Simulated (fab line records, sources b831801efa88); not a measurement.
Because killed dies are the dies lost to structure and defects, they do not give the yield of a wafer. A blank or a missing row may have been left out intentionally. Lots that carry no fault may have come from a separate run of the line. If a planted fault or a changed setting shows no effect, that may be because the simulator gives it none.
Matching of chambers ; flow sky130 ; rieSi-01 running SKY_FIELD_ISO_ETCH_17: 4 sister chambers
The step etches Si in HBr/Cl2/O2, target depth 342 nm, time 97.7 s. 18 wafers are shown with their chamber, then 8 later ones without.

WAFERS PAIRED WITH THEIR CHAMBERS
wafer;chamber;oesProductAu (a.u.);throttleValvePct (%)
L513.4;3;1.000;25.657
L513.5;0;1.021;25.659
L513.6;1;1.008;25.637
L514.3;0;1.013;25.644
L514.4;2;0.988;25.687
L514.5;1;1.017;25.651
L519.4;1;1.005;25.658
L519.6;0;1.005;25.633
L525.2;2;0.978;25.670
L525.3;0;1.000;25.642
L525.4;1;1.004;25.661
L528.3;0;1.003;25.677
L528.4;1;1.001;25.656
L528.5;2;0.995;25.647
L530.2;3;0.994;25.675
L530.3;1;0.994;25.647
L530.4;2;0.985;25.658
L533.1;0;1.012;25.642

SIGNATURES (means of the wafers above)
reading;chamber 0;chamber 1;chamber 2;chamber 3;scatter within a chamber
oesProductAu;1.00900;1.00483;0.98650;0.99700;0.00737
throttleValvePct;25.64950;25.65167;25.66550;25.66600;0.0139
Rule: for a wafer and a chamber, the distance is found by dividing, reading by reading, the gap between the wafer's reading and the chamber's mean by the reading's scatter, squaring, summing and taking the root. If the next closest chamber is less than 2 further off than the closest, the wafer can't be placed; otherwise it belongs to the closest. The scatter is the square root of a quotient: the sum, over the shown wafers, of each reading's squared deviation from its chamber's mean, divided by wafers minus chambers.

WAFERS WITHOUT THEIR CHAMBER
wafer;oesProductAu (a.u.);throttleValvePct (%)
L533.4;0.976;25.654
L533.5;0.979;25.654
L534.1;0.986;25.666
L534.2;0.999;25.644
L534.4;0.996;25.639
L535.2;1.021;25.651
L535.4;1.000;25.646
L535.5;0.993;25.661

WHICH CHAMBER EACH WENT THROUGH
wafer;from the rows above;in truth
L533.4;can't be placed: 2 or 3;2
L533.5;can't be placed: 2 or 3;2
L534.1;can't be placed: 2 or 3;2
L534.2;can't be placed: 1 or 0 or 3 or 2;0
L534.4;can't be placed: 1 or 0 or 3 or 2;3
L535.2;can't be placed: 0 or 1 or 3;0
L535.4;can't be placed: 1 or 0 or 3 or 2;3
L535.5;can't be placed: 3 or 2 or 1 or 0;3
Correct placement for 0 of the 8. Can't be placed from these rows: 8 (the true chamber is among the candidates in 8). Wrongly placed: 0.
